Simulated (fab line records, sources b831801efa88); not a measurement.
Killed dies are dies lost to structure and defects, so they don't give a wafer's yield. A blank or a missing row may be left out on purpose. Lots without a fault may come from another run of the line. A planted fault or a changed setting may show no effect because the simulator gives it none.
One fault seen from 2 desks | flow sky130 | each desk has only its own numbers; what lay behind them comes last

THE TOOL OWNER'S DESK: furnace-01
The tool's own readings at SKY_GATE_OXIDE_OXIDATION_16 (stabilise 600 s, purge 300 s, target thk 3.57 nm): means of the sampled wafers that have a number, for each lot that ran on this tool. A lot is out of limits, marked OUT, if its mean lies more than 4 standard deviations from the usual mean; the brackets give that distance.
Columns: A = ramp_down_c_per_min at SKY_GATE_OXIDE_OXIDATION_16, usual 3.0001; B = spike_tc_bottom_C at SKY_GATE_OXIDE_OXIDATION_16, usual 816.7 C; C = spike_tc_centre_C at SKY_GATE_OXIDE_OXIDATION_16, usual 799.8 C; D = spike_tc_lower_C at SKY_GATE_OXIDE_OXIDATION_16, usual 800.8 C; E = zone_power_bottom_pct at SKY_GATE_OXIDE_OXIDATION_16, usual 23.11 %; F = zone_power_lower_pct at SKY_GATE_OXIDE_OXIDATION_16, usual 14.5 %
lot  | first seen here | A      | B     | C                | D               | E               | F
L263 | day 17 00:57    | 2.9994 | 818.8 | 800.5            | 800.9           | 23.08           | 13.4
L269 | day 19 08:19    | 2.9999 | 823.2 | 805.1 (+5.4) OUT | 766.5 (-35) OUT | 27.27 (+15) OUT | 3.2 (-9.4) OUT
L270 | day 19 14:16    | 2.9998 | 823.9 | 803.9 (+4.2) OUT | 765.8 (-35) OUT | 27.48 (+16) OUT | 3.2 (-9.4) OUT
This desk's finding: out of limits on L269, L270; first on L269, day 19 08:19 (spike_tc_centre_C at SKY_GATE_OXIDE_OXIDATION_16). In limits: L263.

THE METROLOGY DESK
What the gauges read, lot by lot, whatever tool the lot ran on: means of the sampled wafers that have a number. A lot is out of limits, marked OUT, if its mean lies more than 4 standard deviations from the usual mean; the brackets give that distance.
Columns: A = GATE_OXIDE_OVL at SKY_GATE_OXIDE_OVL_MEAS_10, usual 0.1 nm; B = GATE_OXIDE_TW at SKY_GATE_OXIDE_TW_MEAS_14, usual 223.4
lot  | first seen here | A    | B
L255 | day 14 08:03    | 0.7  | 224.0
L263 | day 16 22:49    | 1.3  | 224.6
L269 | day 19 07:48    | -0.9 | 220.4
L270 | day 19 13:45    | 0.9  | 219.8
L273 | day 20 17:27    | 1.1  | 223.7
L277 | day 22 00:03    | -1.2 | 226.0
This desk's finding: nothing out of limits on any of the 6 lots.

PUT TOGETHER
The tool owner's desk could have raised an alarm at day 19 08:19, on L269, L270.
The metrology desk saw nothing out of limits.
The metrology desk has L269, L270 on record, within its limits.
Of the lots named, all ran SKY_GATE_OXIDE_OXIDATION_16 on furnace-01.

WHAT THE SIMULATOR HAD PUT IN
Process parameter drift: furnace-01, from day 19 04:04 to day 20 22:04, at SKY_GATE_OXIDE_OXIDATION_16. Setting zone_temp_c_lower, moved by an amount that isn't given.
Lots struck among those shown: L269, L270.
Hours from the fault's start to each desk's first reading out of limits: the tool owner's desk, 4.
